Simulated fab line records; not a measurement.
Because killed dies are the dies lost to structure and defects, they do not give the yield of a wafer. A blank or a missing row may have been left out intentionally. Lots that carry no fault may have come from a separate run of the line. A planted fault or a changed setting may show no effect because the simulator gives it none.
What tool caused it? + flow gf180mcu + Sampling: 24 lots, 72 wafers, 3 of 602 route steps

## WHAT THE GAUGES SHOWED, per wafer
GF_M2_RS_MEAS_05: uses a four-point probe to measure.
| lot  | measured     | on            | M2_ALCU_RS (ohm/sq)  |
|------|--------------|---------------|----------------------|
| L074 | day 18 08:58 | film-metro-03 | 0.0703 0.0705 0.0700 |
| L075 | day 18 12:06 | film-metro-03 | 0.0706 0.0703 0.0701 |
| L076 | day 18 22:50 | film-metro-03 | 0.0701 0.0702 0.0704 |
| L077 | day 19 06:51 | film-metro-02 | 0.0694 0.0699 0.0692 |
| L078 | day 19 14:55 | film-metro-03 | 0.0685 0.0689 0.0683 |
| L079 | day 20 01:16 | film-metro-04 | 0.0685 0.0683 0.0684 |
| L080 | day 20 11:28 | film-metro-04 | 0.0696 0.0696 0.0696 |
| L081 | day 21 00:20 | film-metro-03 | 0.0695 0.0690 0.0696 |
| L082 | day 21 08:21 | film-metro-04 | 0.0701 0.0704 0.0705 |
| L083 | day 21 17:37 | film-metro-03 | 0.0694 0.0692 0.0692 |
| L084 | day 22 03:14 | film-metro-02 | 0.0696 0.0697 0.0692 |
| L085 | day 22 07:25 | film-metro-03 | 0.0703 0.0704 0.0704 |
| L086 | day 22 21:08 | film-metro-04 | 0.0714 0.0703 0.0709 |
| L087 | day 22 23:02 | film-metro-02 | 0.0697 0.0696 0.0688 |
| L088 | day 24 02:02 | film-metro-02 | 0.0690 0.0696 0.0694 |
| L090 | day 24 12:32 | film-metro-03 | 0.0703 0.0692 0.0697 |
| L089 | day 24 13:19 | film-metro-04 | 0.0685 0.0685 0.0691 |
| L091 | day 24 15:04 | film-metro-04 | 0.0693 0.0698 0.0692 |
| L092 | day 24 17:58 | film-metro-03 | 0.0708 0.0701 0.0696 |
| L093 | day 25 00:26 | film-metro-02 | 0.0692 0.0691 0.0697 |
| L094 | day 25 17:50 | film-metro-02 | 0.0695 0.0693 0.0686 |
| L095 | day 26 00:00 | film-metro-02 | 0.0711 0.0706 0.0709 |
| L096 | day 26 08:48 | film-metro-03 | 0.0683 0.0691 0.0683 |
| L097 | day 26 17:05 | film-metro-03 | 0.0690 0.0695 0.0695 |

GF_V2_THK_MEAS_01.
| lot  | measured     | on            | V2_CVD_00_THK (nm) |
|------|--------------|---------------|--------------------|
| L074 | day 19 10:41 | film-metro-01 | 608 604 613        |
| L075 | day 19 13:44 | film-metro-01 | 612 609 613        |
| L076 | day 20 00:14 | film-metro-04 | 607 600 599        |
| L077 | day 20 08:03 | film-metro-02 | 601 606 598        |
| L078 | day 20 16:09 | film-metro-02 | 603 604 610        |
| L079 | day 21 02:30 | film-metro-04 | 600 598 602        |
| L080 | day 21 12:24 | film-metro-01 | 612 606 611        |
| L081 | day 22 01:55 | film-metro-01 | 603 599 595        |
| L082 | day 22 09:09 | film-metro-04 | 608 615 611        |
| L083 | day 22 18:24 | film-metro-04 | 607 602 609        |
| L084 | day 23 03:20 | film-metro-01 | 600 603 601        |
| L085 | day 23 07:28 | film-metro-04 | 607 599 596        |
| L086 | day 23 21:10 | film-metro-01 | 609 611 612        |
| L087 | day 23 22:33 | film-metro-02 | 604 611 609        |
| L088 | day 25 01:22 | film-metro-02 | 602 613 602        |
| L090 | day 25 09:35 | film-metro-04 | 605 605 593        |
| L089 | day 25 11:01 | film-metro-04 | 605 598 603        |
| L091 | day 25 13:27 | film-metro-04 | 593 594 595        |
| L092 | day 25 16:03 | film-metro-02 | 615 606 599        |
| L093 | day 25 22:42 | film-metro-04 | 596 594 595        |
| L094 | day 26 15:38 | film-metro-02 | 600 609 595        |
| L095 | day 26 22:13 | film-metro-04 | 599 597 602        |
| L096 | day 27 06:30 | film-metro-02 | 606 604 600        |
| L097 | day 27 14:26 | film-metro-04 | 598 593 603        |

## TOOL THAT RAN EACH LOT (tool first, then ch and the chambers of the sampled wafers, then the start)
| lot  | GF_M1_SPUTTER_03             |
|------|------------------------------|
| L074 | pvd-sputter-04, day 16 06:31 |
| L075 | pvd-sputter-04, day 16 10:25 |
| L076 | pvd-sputter-02, day 16 19:43 |
| L077 | pvd-sputter-04, day 17 04:28 |
| L078 | pvd-sputter-04, day 17 11:19 |
| L079 | pvd-sputter-02, day 17 21:37 |
| L080 | pvd-sputter-03, day 18 06:40 |
| L081 | pvd-sputter-04, day 18 19:40 |
| L082 | pvd-sputter-03, day 19 04:52 |
| L083 | pvd-sputter-03, day 19 13:34 |
| L084 | pvd-sputter-02, day 20 00:25 |
| L085 | pvd-sputter-02, day 20 03:55 |
| L086 | pvd-sputter-03, day 20 18:19 |
| L087 | pvd-sputter-02, day 20 19:19 |
| L088 | pvd-sputter-04, day 22 01:01 |
| L090 | pvd-sputter-04, day 22 11:37 |
| L089 | pvd-sputter-03, day 22 12:35 |
| L091 | pvd-sputter-02, day 22 13:52 |
| L092 | pvd-sputter-04, day 22 16:38 |
| L093 | pvd-sputter-02, day 22 20:18 |
| L094 | pvd-sputter-02, day 23 18:53 |
| L095 | pvd-sputter-03, day 23 23:27 |
| L096 | pvd-sputter-02, day 24 11:45 |
| L097 | pvd-sputter-04, day 24 19:48 |
- GF_M1_SPUTTER_03: material Ti, target thk 10 nm, time 6.7 s.

## AS READ BY THE TOOLS THEMSELVES (means over the sampled wafers that have a number; for cases with no such wafer, the mark the record gives instead)
GF_M1_SPUTTER_03.
| lot  | tool           | throttle-valve-pct (%) |
|------|----------------|------------------------|
| L074 | pvd-sputter-04 | 31.1                   |
| L075 | pvd-sputter-04 | 30.4                   |
| L076 | pvd-sputter-02 | 30.6                   |
| L077 | pvd-sputter-04 | 30.7                   |
| L078 | pvd-sputter-04 | 31.1                   |
| L079 | pvd-sputter-02 | 30.7                   |
| L080 | pvd-sputter-03 | 30.1                   |
| L081 | pvd-sputter-04 | 30.6                   |
| L082 | pvd-sputter-03 | 29.9                   |
| L083 | pvd-sputter-03 | 29.9                   |
| L084 | pvd-sputter-02 | 30.6                   |
| L085 | pvd-sputter-02 | 30.6                   |
| L086 | pvd-sputter-03 | 30.3                   |
| L087 | pvd-sputter-02 | 30.2                   |
| L088 | pvd-sputter-04 | 31.0                   |
| L090 | pvd-sputter-04 | 30.6                   |
| L089 | pvd-sputter-03 | 30.2                   |
| L091 | pvd-sputter-02 | 30.6                   |
| L092 | pvd-sputter-04 | 30.7                   |
| L093 | pvd-sputter-02 | 30.7                   |
| L094 | pvd-sputter-02 | 30.9                   |
| L095 | pvd-sputter-03 | 30.0                   |
| L096 | pvd-sputter-02 | 30.8                   |
| L097 | pvd-sputter-04 | 31.0                   |

## THE ANSWER, worked out from the rows above alone
Rule: the lots themselves supply what counts as usual. The widest of any qualifying gaps counts: lots, ordered by their means at a reading, are off when they make up no more than a third of the lots, leave a main group of 4 or more, and stand apart from it by 3 or more times the standard deviation of that group's means. The tables above print the reading to a certain number of digits; a main group whose means all agree to those digits is not used. Also off: a lot with no number at a reading for which 4 or more lots have one. Where the step has rows for the other lots, those lots are counted as sound. The gauges are gone through in route order, then the tools' own readings, and for those a lot's mean is taken as printed above. At the first step where some lot is off, the reading lying furthest off is the one used; lots without a number count as furthest.
None of the lots is off at any reading shown; this tells nothing.

## WHAT THE SIMULATOR HAD PUT IN
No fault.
